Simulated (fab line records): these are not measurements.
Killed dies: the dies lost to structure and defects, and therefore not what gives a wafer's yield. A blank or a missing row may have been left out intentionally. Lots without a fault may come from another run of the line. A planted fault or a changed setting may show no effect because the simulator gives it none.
fab line records ; flow sky130
[record] lots = 7; wafers = 21; last_day = 50
route steps=708 shown LDD_LDN@299 SPACER@304 POLY_CUT@307 PAD_OPEN@708
lots that met no fault: from a run of the same line without faults
start_h: the number of hours between the record's first day and the start of the first shown wafer of the lot ; wait_h: hours from the lot's prior step to this one ; " same as the row above ; L1.1+2: several wafers, shown together as one row ; - no value present, or no start provided ; * or withheld: withheld ; < > ~ a bound
route shown NAME@n: a module of which the file shows steps, and the number in the route of the first ; usual: the fault-free wafers' mean and standard deviation ; same: alike in all rows ; chamber/n: place in a boat ; sites: per-site readings ; _std_site: the values' standard deviation ; _edge_site: the outer-site mean with the inner-site mean subtracted ; radius_mm: how far each site lies from the wafer's centre ; mask NAME#n: copy n ; behind: the last tool/chamber to shape the wafer ; hold: why the lot was held/for how many hours/how that ended ; device: transistor that didn't switch, given as n, p or np ; end of line: the same wafers' tests at the end of the route ; a step given without rows: its recipe and nothing more ; killed: dies that structure and defects cost at the first sort, which is not the same as the wafer's yield ; map: the dies of a wafer, with x for killed, . for not killed, _ for no die there
set.NAME: setting as actually run; set.NAME@STEP: the setting as run at that earlier step ; model.NAME: the simulator's own value behind a step, which no gauge read
a table for each step, a row for each wafer; lots at some steps of the route
services: from which hour (start_h, from the record's first day; less than 0 if before it) a tool's chamber was out of use, for how many hours, and why
[[steps]]
[step SKY_LDD_LDN_IMPLANT_10]
[recipe] species = As; energy_kev = 15; dose_cm2 = 1.25e+13; tilt_deg = withheld; rotation_deg = 203
[step SKY_LDD_LDN_IMPLANT_11]
[recipe] species = As; energy_kev = 15; dose_cm2 = 1.25e+13; tilt_deg = withheld; rotation_deg = 293
[step SKY_LDD_LDN_STRIP_12]
[recipe] chemistry = O2/N2; power_w = 1400; pressure_mtorr = 1500; platen_temp_c = withheld; o2_flow_sccm = 3000; n2_flow_sccm = 300; overash_fraction = 0.5
[usual] drypump_motor_current_A = 5.6/0.46; oes_product_au = 0.715/0.0046; strip_time_to_endpoint_s = 14.18/0.038
lot.wafer;tool;chamber;start_h;wait_h;drypump_motor_current_A;oes_product_au;rf_hours_counter_h;strip_time_to_endpoint_s
L811.1;plasma_asher-02;0;556.56;0.1;5.8;0.717;72;14.26
L811.3;plasma_asher-02;1;556.56;0.1;4.8;0.706;-;14.24
L811.6;plasma_asher-02;0;556.56;0.1;5.8;0.716;-;14.24
L817.4;plasma_asher-01;0;612.79;0.1;6.2;0.712;-;14.21
L817.5;plasma_asher-01;0;612.79;0.1;6.2;0.717;-;14.20
L817.6;plasma_asher-01;1;612.79;0.1;5.6;0.713;-;14.18
L825.1;plasma_asher-01;1;689.71;0.1;5.5;0.710;57;14.15
L825.4;plasma_asher-01;1;689.71;0.1;5.6;0.718;-;14.17
L825.5;plasma_asher-01;0;689.71;0.1;6.1;0.719;-;14.20
L826.1;plasma_asher-02;0;695.41;0.1;5.8;0.720;87;14.13
L826.3;plasma_asher-02;0;695.41;0.1;5.7;0.711;-;14.13
L826.4;plasma_asher-02;1;695.41;0.1;4.8;0.719;-;14.14
L827.2;plasma_asher-04;1;698.48;0.1;5.5;0.714;25;14.26
L827.3;plasma_asher-04;0;698.48;0.1;6.2;0.714;-;14.24
L827.6;plasma_asher-04;0;698.48;0.1;6.2;0.713;-;14.20
L828.1;plasma_asher-02;1;705.21;0.1;4.8;0.719;88;14.25
L828.3;plasma_asher-02;1;705.21;0.1;4.8;0.715;-;14.21
L828.6;plasma_asher-02;1;705.21;0.1;4.8;0.712;-;14.21
L829.2;plasma_asher-01;1;716.91;0.1;5.6;0.717;60;14.23
L829.3;plasma_asher-01;0;716.91;0.1;6.1;0.718;-;14.20
L829.4;plasma_asher-01;1;716.91;0.1;5.6;0.726;-;14.19
[step SKY_LDD_LDN_TW_MEAS_13]
[usual] LDD_LDN_TW = 1473/8
lot.wafer;tool;chamber;start_h;wait_h;LDD_LDN_TW
L811.1;film_metro-01;-;556.66;0.1;1459
L811.3;film_metro-01;-;556.66;0.1;1471
L811.6;film_metro-01;-;556.66;0.1;1475
L817.4;film_metro-01;-;612.89;0.1;1463
L817.5;film_metro-01;-;612.89;0.1;1467
L817.6;film_metro-01;-;612.89;0.1;1464
L825.1;film_metro-01;-;689.81;0.1;1470
L825.4;film_metro-01;-;689.81;0.1;1471
L825.5;film_metro-01;-;689.81;0.1;1477
L826.1;film_metro-01;-;695.51;0.1;1475
L826.3;film_metro-01;-;695.51;0.1;1470
L826.4;film_metro-01;-;695.51;0.1;1467
L827.2;film_metro-01;-;698.59;0.1;1476
L827.3;film_metro-01;-;698.59;0.1;1480
L827.6;film_metro-01;-;698.59;0.1;1468
L828.1;film_metro-01;-;705.31;0.1;1475
L828.3;film_metro-01;-;705.31;0.1;1468
L828.6;film_metro-01;-;705.31;0.1;1475
L829.2;film_metro-04;-;717.02;0.1;1486
L829.3;film_metro-04;-;717.02;0.1;1477
L829.4;film_metro-04;-;717.02;0.1;1487
[step SKY_LDD_LDN_CLEAN_14]
[recipe] chemistry = SC1/SC2; mix = 1:4:20; temp_c = 70; time_s = 150; dry = n2_spin
[step SKY_SPACER_CVD_00]
[recipe] material = Si3N4; precursor = DCS/NH3; target_thk_nm = 43.1; temp_c = 770; time_s = 740; pressure_mtorr = 250
[step SKY_SPACER_THK_MEAS_01]
[recipe] reads = Si3N4_of_SPACER_CVD_00
[usual] SPACER_CVD_00_THK = 43.1/0.36
lot.wafer;tool;chamber;start_h;wait_h;SPACER_CVD_00_THK[nm]
L811.1;film_metro-04;-;557.98;0.0;42.8
L811.3;film_metro-04;-;557.98;0.0;42.8
L811.6;film_metro-04;-;557.98;0.0;43.1
L817.4;film_metro-04;-;615.35;0.0;42.0
L817.5;film_metro-04;-;615.35;0.0;42.0
L817.6;film_metro-04;-;615.35;0.0;41.9
L825.1;film_metro-03;-;691.13;0.0;42.9
L825.4;film_metro-03;-;691.13;0.0;43.4
L825.5;film_metro-03;-;691.13;0.0;43.1
L826.1;film_metro-03;-;697.43;0.0;43.0
L826.3;film_metro-03;-;697.43;0.0;42.9
L826.4;film_metro-03;-;697.43;0.0;42.8
L827.2;film_metro-03;-;700.00;0.0;43.0
L827.3;film_metro-03;-;700.00;0.0;42.8
L827.6;film_metro-03;-;700.00;0.0;42.5
L828.1;film_metro-03;-;706.63;0.0;43.0
L828.3;film_metro-03;-;706.63;0.0;42.9
L828.6;film_metro-03;-;706.63;0.0;42.9
L829.2;film_metro-03;-;718.34;0.0;43.5
L829.3;film_metro-03;-;718.34;0.0;43.1
L829.4;film_metro-03;-;718.34;0.0;43.5
[step SKY_SPACER_ETCHBACK_02]
[recipe] chemistry = CH3F/O2; target = Si3N4; stop_on = SiO2; source_w = 400; bias_w = 80; pressure_mtorr = 25; ch3f_flow_sccm = 40; O2_flow_sccm = 30; time_s = 46.7; target_depth_a = 450
[usual] drypump_motor_current_A = 5.5/0.33; oes_product_au = 0.854/0.0057; throttle_valve_pct = 10.564/0.0089
lot.wafer;tool;chamber;start_h;wait_h;drypump_motor_current_A;oes_product_au;rf_hours_counter_h;throttle_valve_pct
L811.1;rie_diel-01;0;558.04;0.1;5.7;0.839;62;10.569
L811.3;rie_diel-01;1;558.04;0.1;5.7;0.855;30;10.577
L811.6;rie_diel-01;2;558.04;0.1;5.4;0.857;-;10.586
L817.4;rie_diel-02;0;615.38;0.0;5.1;0.846;10;10.539
L817.5;rie_diel-02;0;615.38;0.0;5.1;0.843;-;10.564
L817.6;rie_diel-02;1;615.38;0.0;5.8;0.840;-;10.565
L825.1;rie_diel-02;0;691.19;0.1;5.1;0.853;12;10.573
L825.4;rie_diel-02;3;691.19;0.1;5.5;0.862;3;10.548
L825.5;rie_diel-02;1;691.19;0.1;5.8;0.853;-;10.556
L826.1;rie_diel-04;2;697.49;0.1;5.5;0.849;11;10.569
L826.3;rie_diel-04;0;697.49;0.1;5.3;0.854;43;10.549
L826.4;rie_diel-04;3;697.49;0.1;5.5;0.860;1;10.559
L827.2;rie_diel-02;2;700.05;0.0;5.6;0.847;3;10.562
L827.3;rie_diel-02;3;700.05;0.0;5.5;0.850;4;10.572
L827.6;rie_diel-02;0;700.05;0.0;5.1;0.849;-;10.572
L828.1;rie_diel-02;2;706.69;0.1;5.7;0.853;3;10.560
L828.3;rie_diel-02;1;706.69;0.1;5.8;0.855;7;10.570
L828.6;rie_diel-02;2;706.69;0.1;5.7;0.858;-;10.554
L829.2;rie_diel-02;1;718.39;0.0;5.9;0.857;7;10.574
L829.3;rie_diel-02;2;718.39;0.0;5.6;0.852;4;10.576
L829.4;rie_diel-02;3;718.39;0.0;5.5;0.859;4;10.570
[step SKY_POLY_CUT_DEHYDRATE_00]
[recipe] temp_c = 200; time_s = 60
[step SKY_POLY_CUT_HMDS_01]
[recipe] prime_time_s = 60; prime_temp_c = 120
[step SKY_POLY_CUT_COAT_02]
[recipe] resist = BARC; temp_c = withheld; time_s = withheld; spin_rpm = 3000; resist_thk_nm = 60
[step SKY_POLY_CUT_COAT_03]
[recipe] resist = KrF-thick; spin_rpm = 3000; resist_thk_nm = 450
[step SKY_POLY_CUT_SOFTBAKE_04]
[recipe] temp_c = 100; time_s = 90; resist = KrF-thick
[usual] heater_power_total_W = 57.35/0.11; plate_temp_C = 99.99/0.14
lot.wafer;tool;chamber;start_h;wait_h;heater_power_total_W;plate_temp_C;model.KrF-thick_of_POLY_CUT_COAT_03.thk_nm
L811.1;litho_track-04;0;572;-;57.31;100.10;449.6
L811.3;litho_track-04;0;572;-;57.43;100.17;450.7
L811.6;litho_track-04;0;572;-;57.49;99.97;449.7
L817.4;litho_track-02;0;629;-;57.39;100.11;450.9
L817.5;litho_track-02;0;629;-;57.46;100.09;451.8
L817.6;litho_track-02;0;629;-;57.47;99.87;451.9
L825.1;litho_track-02;0;705;-;61.00;104.43;445.2
L825.4;litho_track-02;0;705;-;61.15;104.38;445.1
L825.5;litho_track-02;0;705;-;61.07;104.39;446.7
L826.1;litho_track-04;0;711;-;57.22;100.08;450.7
L826.3;litho_track-04;0;711;-;57.42;100.28;450.4
L826.4;litho_track-04;0;711;-;57.41;99.90;450.2
L827.2;litho_track-02;0;713;-;60.97;104.58;448.2
L827.3;litho_track-02;0;713;-;61.10;104.33;448
L827.6;litho_track-02;0;714;-;60.88;104.50;447.9
L828.1;litho_track-02;0;719;-;60.85;104.76;447.2
L828.3;litho_track-02;0;720;-;61.00;104.80;447.1
L828.6;litho_track-02;0;720;-;61.02;104.67;447.4
L829.2;litho_track-04;0;732;-;57.50;99.86;451.1
L829.3;litho_track-04;0;732;-;57.34;100.08;450.9
L829.4;litho_track-04;0;732;-;57.48;99.94;450.9
[step SKY_POLY_CUT_EXPOSE_05]
[recipe] mask_id = NPCM; na = 0.8; source_shape = annular; sigma_inner = 0.55; sigma_outer = 0.85; target_cd_nm = 270; dose_mj = 32
[step SKY_POLY_CUT_PEB_06]
[recipe] peb_temp_c = withheld; peb_time_s = withheld; resist = KrF-thick
[step SKY_POLY_CUT_DEVELOP_07]
[recipe] develop_time_s = 60; resist = KrF-thick; dev_temp_c = 21
[step SKY_POLY_CUT_CD_MEAS_08]
[recipe] target_cd_nm = 270
[usual] cd_nm = 270.0/1.3
lot.wafer;tool;chamber;start_h;wait_h;cd_nm
L811.1;cd_sem-01;-;587.72;-;268.2
L811.3;cd_sem-01;-;587.72;-;268.6
L811.6;cd_sem-01;-;587.72;-;268.2
L817.4;cd_sem-02;-;644.41;-;269.5
L817.5;cd_sem-02;-;644.41;-;269.4
L817.6;cd_sem-02;-;644.41;-;268.0
L825.1;cd_sem-01;-;719.40;-;273.8
L825.4;cd_sem-01;-;719.40;-;274.7
L825.5;cd_sem-01;-;719.40;-;273.5
L826.1;cd_sem-01;-;724.64;-;270.1
L826.3;cd_sem-01;-;724.64;-;269.6
L826.4;cd_sem-01;-;724.64;-;270.3
L827.2;cd_sem-02;-;726.82;-;271.5
L827.3;cd_sem-02;-;726.82;-;271.6
L827.6;cd_sem-02;-;726.82;-;271.4
L828.1;cd_sem-02;-;734.67;-;272.0
L828.3;cd_sem-02;-;734.67;-;271.3
L828.6;cd_sem-02;-;734.67;-;272.2
L829.2;cd_sem-01;-;746.22;-;267.6
L829.3;cd_sem-01;-;746.22;-;268.1
L829.4;cd_sem-01;-;746.22;-;267.1
[step SKY_POLY_CUT_OVL_MEAS_09]
[usual] POLY_CUT_OVL = -3/5.6
lot.wafer;tool;chamber;start_h;wait_h;POLY_CUT_OVL[nm]
L811.1;overlay-01;-;587.84;0.1;-2
L811.3;overlay-01;-;587.84;0.1;-1
L811.6;overlay-01;-;587.84;0.1;-1
L817.4;overlay-01;-;644.49;0.1;-4
L817.5;overlay-01;-;644.49;0.1;3
L817.6;overlay-01;-;644.49;0.1;-10
L825.1;overlay-02;-;719.52;0.1;-6
L825.4;overlay-02;-;719.52;0.1;-1
L825.5;overlay-02;-;719.52;0.1;-4
L826.1;overlay-02;-;724.76;0.1;-7
L826.3;overlay-02;-;724.76;0.1;-2
L826.4;overlay-02;-;724.76;0.1;-6
L827.2;overlay-02;-;726.92;0.1;-8
L827.3;overlay-02;-;726.92;0.1;-5
L827.6;overlay-02;-;726.92;0.1;-5
L828.1;overlay-01;-;734.79;0.1;-2
L828.3;overlay-01;-;734.79;0.1;-5
L828.6;overlay-01;-;734.79;0.1;-6
L829.2;overlay-01;-;746.32;0.1;-2
L829.3;overlay-01;-;746.32;0.1;-6
L829.4;overlay-01;-;746.32;0.1;-3
[step SKY_POLY_CUT_ETCH_10]
[recipe] chemistry = N2/H2; target = BARC; ion_energy_ev = 200; source_w = 500; bias_w = 100; pressure_mtorr = 30; n2_flow_sccm = 100; h2_flow_sccm = 200; stop_on = SiO2; time_s = 45.9; target_depth_a = 600
[usual] drypump_motor_current_A = 5.55/0.25; oes_product_au = 0.854/0.0047; throttle_valve_pct = 13.225/0.0092
lot.wafer;tool;chamber;start_h;wait_h;drypump_motor_current_A;oes_product_au;rf_hours_counter_h;throttle_valve_pct;model.KrF-thick_of_POLY_CUT_COAT_03.thk_nm;model.POLY_CUT.cd_nm
L811.1;rie_diel-02;3;587.88;0.0;5.48;0.850;1;13.213;407.5;268.5
L811.3;rie_diel-02;2;587.88;0.0;5.65;0.864;1;13.232;408.6;268.1
L811.6;rie_diel-02;0;587.88;0.0;5.14;0.859;-;13.220;407.9;268.3
L817.4;rie_diel-04;0;644.52;0.0;5.31;0.850;-;13.216;408.6;270.5
L817.5;rie_diel-04;2;644.52;0.0;5.45;0.855;-;13.212;408.9;267.9
L817.6;rie_diel-04;1;644.52;0.0;5.49;0.850;-;13.222;409.3;268
L825.1;rie_diel-04;0;719.55;0.0;5.34;0.856;44;13.215;403.1;274.9
L825.4;rie_diel-04;1;719.55;0.0;5.50;0.854;5;13.212;402.8;275.7
L825.5;rie_diel-04;2;719.55;0.0;5.49;0.868;-;13.242;405;272
L826.1;rie_diel-02;0;724.80;0.0;5.13;0.856;13;13.239;409.4;270.4
L826.3;rie_diel-02;2;724.80;0.0;5.67;0.855;4;13.220;407.7;269.8
L826.4;rie_diel-02;1;724.80;0.0;5.85;0.852;7;13.223;406.9;270.7
L827.2;rie_diel-02;1;726.95;0.0;5.85;0.854;7;13.229;405.1;271.1
L827.3;rie_diel-02;2;726.95;0.0;5.64;0.860;4;13.211;405.4;271
L827.6;rie_diel-02;1;726.95;0.0;5.83;0.851;-;13.216;404.8;271.7
L828.1;rie_diel-03;2;734.83;0.0;5.66;0.860;47;13.214;404.5;273.2
L828.3;rie_diel-03;1;734.83;0.0;5.93;0.852;24;13.212;405.3;272.9
L828.6;rie_diel-03;1;734.83;0.0;5.94;0.851;-;13.207;405.7;274.4
L829.2;rie_diel-04;3;746.35;0.0;5.54;0.844;2;13.233;409.1;267
L829.3;rie_diel-04;2;746.35;0.0;5.45;0.855;12;13.234;408.7;267.2
L829.4;rie_diel-04;3;746.35;0.0;5.52;0.850;-;13.234;409.1;266.7
[step SKY_POLY_CUT_ETCH_11]
[recipe] target = Si3N4; chemistry = CF4/CH2F2/Ar; stop_on = poly-Si; source_w = 600; bias_w = 150; pressure_mtorr = 40; cf4_flow_sccm = 40; ch2f2_flow_sccm = 20; Ar_flow_sccm = 150; time_s = 42.5; target_depth_a = 600
[usual] drypump_motor_current_A = 5.54/0.25; oes_product_au = 0.828/0.007; throttle_valve_pct = 14.994/0.0095
lot.wafer;tool;chamber;start_h;wait_h;drypump_motor_current_A;oes_product_au;rf_hours_counter_h;throttle_valve_pct;model.POLY_CUT.cd_nm
L811.1;rie_diel-02;3;587.92;0.0;5.49;0.818;1;14.992;268.5
L811.3;rie_diel-02;2;587.92;0.0;5.67;0.819;1;14.990;267.9
L811.6;rie_diel-02;0;587.92;0.0;5.15;0.823;-;14.997;268.3
L817.4;rie_diel-04;0;644.57;0.0;5.32;0.839;-;15.004;270.7
L817.5;rie_diel-04;2;644.57;0.0;5.46;0.831;-;15.009;268
L817.6;rie_diel-04;1;644.57;0.0;5.50;0.834;-;14.991;268
L825.1;rie_diel-04;0;719.60;0.0;5.31;0.833;44;15.003;274.9
L825.4;rie_diel-04;1;719.60;0.0;5.47;0.837;5;14.989;275.6
L825.5;rie_diel-04;2;719.60;0.0;5.49;0.830;-;15.005;271.8
L826.1;rie_diel-02;0;724.84;0.0;5.13;0.823;13;15.006;270.1
L826.3;rie_diel-02;2;724.84;0.0;5.65;0.835;4;14.997;269.5
L826.4;rie_diel-02;1;724.84;0.0;5.85;0.834;7;14.988;270.7
L827.2;rie_diel-02;1;727.00;0.0;5.85;0.830;7;14.996;271.2
L827.3;rie_diel-02;2;727.00;0.0;5.63;0.838;4;14.990;270.8
L827.6;rie_diel-02;1;727.00;0.0;5.85;0.832;-;15.005;271.9
L828.1;rie_diel-03;2;734.87;0.0;5.65;0.837;47;14.996;273.1
L828.3;rie_diel-03;1;734.87;0.0;5.94;0.836;24;14.999;272.8
L828.6;rie_diel-03;1;734.87;0.0;5.93;0.826;-;15.004;274.3
L829.2;rie_diel-04;3;746.40;0.0;5.55;0.818;2;14.972;267
L829.3;rie_diel-04;2;746.40;0.0;5.46;0.817;12;14.990;267.2
L829.4;rie_diel-04;3;746.40;0.0;5.54;0.822;-;14.998;266.8
[step SKY_POLY_CUT_STRIP_12]
[recipe] chemistry = O2/N2; power_w = 1400; pressure_mtorr = 1500; platen_temp_c = withheld; o2_flow_sccm = 3000; n2_flow_sccm = 300; overash_fraction = 0.5
[usual] drypump_motor_current_A = 5.8/0.3; oes_product_au = 0.452/0.0046; strip_time_to_endpoint_s = 5.355/0.016
lot.wafer;tool;chamber;start_h;wait_h;drypump_motor_current_A;oes_product_au;rf_hours_counter_h;strip_time_to_endpoint_s
L811.1;plasma_asher-04;0;587.96;0.0;6.2;0.457;14;5.345
L811.3;plasma_asher-04;0;587.96;0.0;6.2;0.454;-;5.355
L811.6;plasma_asher-04;0;587.96;0.0;6.2;0.458;-;5.339
L817.4;plasma_asher-03;1;644.62;0.0;5.4;0.453;-;5.363
L817.5;plasma_asher-03;1;644.62;0.0;5.4;0.451;-;5.352
L817.6;plasma_asher-03;0;644.62;0.0;6.0;0.451;-;5.369
L825.1;plasma_asher-04;0;719.64;0.0;6.2;0.450;27;5.321
L825.4;plasma_asher-04;1;719.64;0.0;5.5;0.450;-;5.307
L825.5;plasma_asher-04;1;719.64;0.0;5.5;0.449;-;5.320
L826.1;plasma_asher-03;1;724.88;0.0;5.4;0.453;100;5.373
L826.3;plasma_asher-03;1;724.88;0.0;5.4;0.454;-;5.348
L826.4;plasma_asher-03;0;724.88;0.0;6.0;0.446;-;5.352
L827.2;plasma_asher-03;1;727.04;0.0;5.5;0.450;101;5.326
L827.3;plasma_asher-03;0;727.04;0.0;6.0;0.446;-;5.339
L827.6;plasma_asher-03;1;727.04;0.0;5.4;0.449;-;5.323
L828.1;plasma_asher-04;1;734.91;0.0;5.5;0.451;28;5.322
L828.3;plasma_asher-04;0;734.91;0.0;6.2;0.446;-;5.327
L828.6;plasma_asher-04;0;734.91;0.0;6.2;0.447;-;5.319
L829.2;plasma_asher-01;1;746.44;0.0;5.6;0.447;63;5.378
L829.3;plasma_asher-01;0;746.44;0.0;6.1;0.444;-;5.356
L829.4;plasma_asher-01;1;746.44;0.0;5.6;0.458;-;5.344
[step SKY_PAD_OPEN_PROBE_99]
[usual] killed_at_M0_to_M3 = 44/7.3; killed_at_M4_up = 3.1/1.6; killed_at_contacts = 24/5.4; killed_at_front_end = 15/4; killed_at_other = 0.2/0.49; killed_dies = 86/10; killed_open = 48/7.3; killed_short = 38/6.3
[same] gross_dies = 492; killed_at_back_side = 0
lot.wafer;tool;chamber;start_h;wait_h;killed_at_M0_to_M3;killed_at_M4_up;killed_at_contacts;killed_at_front_end;killed_at_other;killed_dies;killed_open;killed_short
L825.1;prober-01;-;1182.37;0.1;46;1;21;9;0;77;47;30
L825.4;prober-01;-;1182.52;0.2;45;3;15;13;0;76;38;38
L825.5;prober-01;-;1182.57;0.2;37;5;21;15;0;78;43;35
L826.1;prober-01;-;1185.80;0.1;54;9;23;21;0;107;57;50
L826.3;prober-01;-;1185.90;0.2;43;4;14;15;1;77;33;44
L826.4;prober-01;-;1185.95;0.2;25;2;33;16;1;77;44;33
L827.2;prober-01;-;1187.63;0.1;51;3;36;17;1;108;61;47
L827.3;prober-01;-;1187.68;0.2;46;5;24;9;0;84;49;35
L827.6;prober-01;-;1187.83;0.2;57;1;19;15;0;92;41;51
// killed by level:class
L825.1 VIA3:geometric_particle:open=13 LI_CONTACT:geometric_particle:open=8 METAL1:geometric_particle:short=6 VIA2:geometric_particle:open=6 VIA1:geometric_particle:open=5 CONTACT:geometric_particle:open=4 LOCAL_INTERCONNECT:geometric_particle:open=3 CONTACT:geometric_particle:short=3
L825.4 VIA1:geometric_particle:open=10 LOCAL_INTERCONNECT:geometric_particle:short=8 VIA2:geometric_particle:short=7 VIA3:geometric_particle:open=6 FIELD_ISO:geometric_particle:short=5 VIA1:geometric_particle:short=5 VIA2:geometric_particle:open=5 FIELD_ISO:geometric_particle:open=4
L825.5 LI_CONTACT:geometric_particle:open=10 VIA1:geometric_particle:open=7 VIA2:geometric_particle:open=6 FIELD_ISO:geometric_particle:short=4 CONTACT:geometric_particle:open=4 METAL1:geometric_particle:short=4 VIA1:geometric_particle:short=4 VIA3:geometric_particle:open=4
L826.1 VIA1:geometric_particle:open=15 VIA2:geometric_particle:open=8 LI_CONTACT:geometric_particle:open=7 METAL4:geometric_particle:short=7 FIELD_ISO:geometric_particle:short=6 CONTACT:geometric_particle:open=6 METAL3:geometric_particle:short=5 VIA3:geometric_particle:open=5
L826.3 VIA1:geometric_particle:open=9 VIA1:geometric_particle:short=7 METAL1:geometric_particle:short=7 VIA3:geometric_particle:short=6 METAL3:geometric_particle:short=6 FIELD_ISO:geometric_particle:open=5 CONTACT:geometric_particle:open=5 POLY_GATE:geometric_particle:short=4
L826.4 LI_CONTACT:geometric_particle:open=12 VIA1:geometric_particle:open=9 LOCAL_INTERCONNECT:geometric_particle:short=6 FIELD_ISO:geometric_particle:short=5 CONTACT:geometric_particle:open=5 CONTACT:geometric_particle:short=4 METAL2:geometric_particle:short=4 VIA2:geometric_particle:open=4
L827.2 VIA1:geometric_particle:open=12 LI_CONTACT:geometric_particle:open=9 CONTACT:geometric_particle:open=9 VIA3:geometric_particle:open=8 FIELD_ISO:geometric_particle:open=7 VIA2:geometric_particle:open=7 METAL2:geometric_particle:short=7 LOCAL_INTERCONNECT:geometric_particle:short=6
L827.3 VIA1:geometric_particle:open=13 CONTACT:geometric_particle:open=10 VIA2:geometric_particle:open=7 LI_CONTACT:geometric_particle:open=6 VIA3:geometric_particle:open=6 METAL2:geometric_particle:short=5 LI_CONTACT:geometric_particle:short=5 METAL4:geometric_particle:short=5
L827.6 VIA1:geometric_particle:open=12 METAL2:geometric_particle:short=11 FIELD_ISO:geometric_particle:short=8 CONTACT:geometric_particle:open=7 VIA2:geometric_particle:open=7 CONTACT:geometric_particle:short=5 VIA3:geometric_particle:open=5 METAL1:geometric_particle:short=4
[[services]]
tool;chamber;start_h;hours;kind
rie_diel-01;-;533.95;0.4;repair
rie_diel-02;2;536.94;-;clean
rie_diel-02;2;536.94;13.7;scheduled_down
rie_diel-02;2;536.94;13.7;vent_cycle
rie_diel-01;2;543.99;6.0;repair
plasma_asher-04;-;554.89;1.1;repair
rie_diel-04;1;587.38;8.0;repair
rie_diel-02;0;599.86;5.0;repair
plasma_asher-02;-;600.78;2.1;repair
rie_diel-04;2;604.30;6.9;repair
rie_diel-03;0;630.98;9.1;repair
rie_diel-04;3;642.94;-;clean
rie_diel-04;3;642.94;20.0;scheduled_down
rie_diel-04;3;642.94;20.0;vent_cycle
plasma_asher-04;-;658.64;3.5;repair
rie_diel-04;-;663.54;0.2;repair
plasma_asher-03;-;667.47;14.6;pm
rie_diel-02;3;682.61;3.1;repair
rie_diel-01;-;700.97;0.3;repair
rie_diel-01;2;703.13;4.2;repair
plasma_asher-01;-;704.31;2.8;pm
rie_diel-02;3;704.39;7.1;repair
plasma_asher-03;-;733.75;9.0;pm
plasma_asher-04;-;736.68;0.8;repair
[[key]]
[first_sign] step = SKY_POLY_CUT_SOFTBAKE_04; reading = heater_power_total_W; direction = up; sigmas = 33; usual = *; struck = *
[effect] step = SKY_POLY_CUT_SOFTBAKE_04; reading = plate_temp_C; direction = up; sigmas = 32; usual = *; struck = *
[effect] step = SKY_POLY_CUT_CD_MEAS_08; reading = cd_nm; direction = up; sigmas = 1.8; usual = 270.0; struck = 272.4; through = control_loop
[model_effect] step = SKY_POLY_CUT_SOFTBAKE_04; value = KrF-thick_of_POLY_CUT_COAT_03.thk_nm; without = 449.8; struck = 447
[model_effect] step = SKY_POLY_CUT_ETCH_10; value = KrF-thick_of_POLY_CUT_COAT_03.thk_nm; without = 407.4; struck = 404.6
[model_effect] step = SKY_POLY_CUT_ETCH_11; value = POLY_CUT.cd_nm; without = 270.6; struck = 272.9
met_at SKY_POLY_CUT_SOFTBAKE_04
struck_wafers L825.1,L825.4,L825.5,L827.2,L827.3,L827.6,L828.1,L828.3,L828.6
tester_left_out L825,L827,L828
[loop_trim] step = SKY_POLY_CUT_EXPOSE_05; setting = dose; lots = L828
onset_between 629 705
[fault] kind = process_parameter_drift; tool = litho_track-02; chamber = -; onset_h = 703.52; steps = SKY_POLY_CUT_SOFTBAKE_04; channel = temp_c; offset = *; shape = step; end_h = 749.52; acts_in = *; stated = *
// tester_left_out: of these lots the tester's yield and bins aren't shown, on N5 and GAA mostly nor the transistor test; their killed dies are dies lost to structure and defects alone, not to doping, threshold or leakage, so they don't give the yield
// loop_trim: a control loop set the setting to another value than it would have without faults
